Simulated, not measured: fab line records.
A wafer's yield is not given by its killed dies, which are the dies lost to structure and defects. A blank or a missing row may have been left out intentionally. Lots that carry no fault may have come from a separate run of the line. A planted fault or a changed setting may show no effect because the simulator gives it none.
fab line records -- flow gf180mcu
record: lots: 5, wafers: 15, last-day: 34
route steps=602 shown DNWELL@34 NWELL@42
lots that met no fault: taken from a fault-free run of the same line
start-h: the number of hours between the record's first day and the start of the first shown wafer of the lot -- wait-h: hours since the lot's step before -- " same as the row above -- L1.1+2: one row covering several wafers at once -- - value missing, or start not given -- * or withheld: withheld -- < > ~ a bound
route shown NAME@n: a module of which the file shows steps, and the number in the route of the first -- usual: mean and standard deviation over wafers with no fault -- same: alike in all rows -- chamber/n: place in a boat -- sites: each site's reading -- _std_site: the values' standard deviation -- _edge_site: outer sites' mean less inner sites' -- radius-mm: how far each site lies from the wafer's centre -- mask NAME#n: copy n -- behind: tool/chamber where the wafer was last shaped -- hold: cause of the lot's hold/its duration in hours/its outcome -- device: the transistor (n, p or np) that didn't switch -- end of line: at the end of the route, the tests of the same wafers -- for a step that has no rows: nothing shown but its recipe -- killed: the dies lost at the first sort to structure and to defects; this is not the yield of the wafer -- map: per-die view of a wafer (x killed, . not killed, _ where there is no die)
set.NAME: setting as actually run; set.NAME@STEP: the setting as run at that earlier step -- model.NAME: the simulator's own value behind a step, which no gauge read
lots seen at some steps along the route; tables by step, rows by wafer
services: when a tool's chamber went out of use (start-h, in hours from the record's first day, below 0 if earlier), for how many hours, and the reason
== steps ==
step: GF_DNWELL_COAT_02
recipe: spin-rpm: 2000, resist-thk-nm: 3000
step: GF_DNWELL_SOFTBAKE_03
recipe: temp-c: 110, time-s: withheld
step: GF_DNWELL_EXPOSE_04
recipe: mask-id: DNWELL, target-cd-nm: 1700, na: 0.6, source-shape: conventional, sigma-outer: 0.6, dose-mj: 260
step: GF_DNWELL_PEB_05
recipe: temp-c: 115, time-s: withheld
step: GF_DNWELL_DEVELOP_06
recipe: wall-angle-deg: 90, develop-time-s: 60, dev-temp-c: 23
step: GF_DNWELL_IMPLANT_07
recipe: species: P, energy-kev: 1500, dose-cm2: 9.872e+12, tilt-deg: 0
step: GF_DNWELL_STRIP_08
recipe: chemistry: O2/N2, power-w: 1400, pressure-mtorr: 1500, platen-temp-c: 250, o2-flow-sccm: 3000, n2-flow-sccm: 300, overash-fraction: 0.5
usual: drypump-motor-current-A: 5.8/0.52, heater-power-w: 332/20, oes-product-au: 0.722/0.0047, strip-time-to-endpoint-s: 36.97/0.11
lot.wafer,tool,chamber,start-h,wait-h,drypump-motor-current-A,heater-power-w,oes-product-au,rf-hours-counter-h,strip-time-to-endpoint-s
L381.1,plasma-asher-04,0,100.58,0.1,5.5,320,0.713,44,36.88
L381.3,plasma-asher-04,1,100.58,0.1,5.4,342,0.730,-,36.91
L381.6,plasma-asher-04,0,100.58,0.1,5.5,319,0.720,-,36.84
L382.1,plasma-asher-04,0,105.53,0.1,5.5,319,0.720,45,36.92
L382.3,plasma-asher-04,1,105.53,0.1,5.5,344,0.730,-,36.99
L382.4,plasma-asher-04,0,105.53,0.1,5.5,318,0.726,-,36.98
L387.1,plasma-asher-03,1,126.50,0.1,6.8,352,0.724,33,36.88
L387.2,plasma-asher-03,0,126.50,0.1,5.8,307,0.710,33,36.82
L387.5,plasma-asher-03,1,126.50,0.1,6.8,362,0.729,-,36.83
L392.1,plasma-asher-01,0,148.95,0.1,5.7,323,0.714,51,36.94
L392.5,plasma-asher-01,1,148.95,0.1,5.4,347,0.723,-,36.86
L392.6,plasma-asher-01,0,148.95,0.1,5.7,317,0.720,-,36.73
L395.1,plasma-asher-01,1,163.55,0.1,5.3,357,0.714,53,37.01
L395.2,plasma-asher-01,0,163.55,0.1,5.7,318,0.715,53,36.87
L395.6,plasma-asher-01,1,163.55,0.1,5.3,354,0.725,-,36.88
step: GF_DNWELL_TW_MEAS_09
usual: DNWELL_TW: 1341/18
lot.wafer,tool,chamber,start-h,wait-h,DNWELL_TW
L381.1,film-metro-03,-,100.68,0.1,1358
L381.3,film-metro-03,-,100.68,0.1,1352
L381.6,film-metro-03,-,100.68,0.1,1354
L382.1,film-metro-04,-,105.63,0.1,1340
L382.3,film-metro-04,-,105.63,0.1,1342
L382.4,film-metro-04,-,105.63,0.1,1341
L387.1,film-metro-03,-,126.60,0.1,1355
L387.2,film-metro-03,-,126.60,0.1,1351
L387.5,film-metro-03,-,126.60,0.1,1354
L392.1,film-metro-02,-,149.05,0.1,1316
L392.5,film-metro-02,-,149.05,0.1,1317
L392.6,film-metro-02,-,149.05,0.1,1319
L395.1,film-metro-04,-,163.65,0.1,1349
L395.2,film-metro-04,-,163.65,0.1,1350
L395.6,film-metro-04,-,163.65,0.1,1349
step: GF_NWELL_DEHYDRATE_00
recipe: temp-c: 200, time-s: 60
step: GF_NWELL_HMDS_01
recipe: prime-time-s: 60, prime-temp-c: 120
step: GF_NWELL_COAT_02
recipe: spin-rpm: 2000, resist-thk-nm: 3000
step: GF_NWELL_SOFTBAKE_03
recipe: temp-c: 110, time-s: withheld
step: GF_NWELL_EXPOSE_04
recipe: mask-id: Nwell, target-cd-nm: 860, na: 0.6, source-shape: conventional, sigma-outer: 0.6, dose-mj: 260
usual: focus-offset-nm: 0.0/0.55
same: sigma-outer: 0.6
lot.wafer,tool,chamber,start-h,wait-h,mask,focus-offset-nm
L381.1,iline-stepper-02,0,107.58,-,Nwell#0,0.3
L381.3,iline-stepper-02,0,107.58,-,Nwell#0,0.3
L381.6,iline-stepper-02,0,107.58,-,Nwell#0,0.2
L382.1,iline-stepper-01,0,112.89,-,Nwell#0,1.3
L382.3,iline-stepper-01,0,112.89,-,Nwell#0,0.6
L382.4,iline-stepper-01,0,112.89,-,Nwell#0,1.2
L387.1,iline-stepper-02,0,133.77,-,Nwell_R1#0,0.2
L387.2,iline-stepper-02,0,133.77,-,Nwell_R1#0,0.1
L387.5,iline-stepper-02,0,133.77,-,Nwell_R1#0,0.2
L392.1,iline-stepper-02,0,156.93,-,Nwell#0,-0.3
L392.5,iline-stepper-02,0,156.93,-,Nwell#0,0.2
L392.6,iline-stepper-02,0,156.93,-,Nwell#0,-0.1
L395.1,iline-stepper-01,0,172.32,-,Nwell#0,0.0
L395.2,iline-stepper-01,0,172.32,-,Nwell#0,0.6
L395.6,iline-stepper-01,0,172.32,-,Nwell#0,-0.2
step: GF_NWELL_PEB_05
recipe: temp-c: 115, time-s: withheld
== services ==
tool,chamber,start-h,hours,kind
iline-stepper-01,-,89.83,1.7,pm
plasma-asher-03,-,98.06,2.1,repair
iline-stepper-01,0,103.19,-,calibration
plasma-asher-04,-,108.75,9.0,pm
plasma-asher-04,0,108.75,9.0,vent-cycle
plasma-asher-04,1,108.75,9.0,vent-cycle
plasma-asher-04,0,117.75,-,clean
plasma-asher-04,1,117.75,-,clean
iline-stepper-02,0,124.83,-,calibration
iline-stepper-01,-,151.23,6.1,repair
== key ==
first-sign: step: GF_NWELL_EXPOSE_04, reading: mask, direction: changed
effect none on later readings
met-at GF_NWELL_EXPOSE_04
struck-wafers L387.1,L387.2,L387.5
rows-end L387.1,L387.2,L387.5
onset-between 107.58 133.77
fault: kind: wrong-mask, tool: any, chamber: -, onset-h: 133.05, steps: GF_NWELL_EXPOSE_04, aux-copy: Nwell_R1#0, cd-offset-nm: 129, scope: struck-lots-only
rows-end: these wafers met a further fault down the route, and their rows from its step on are left out
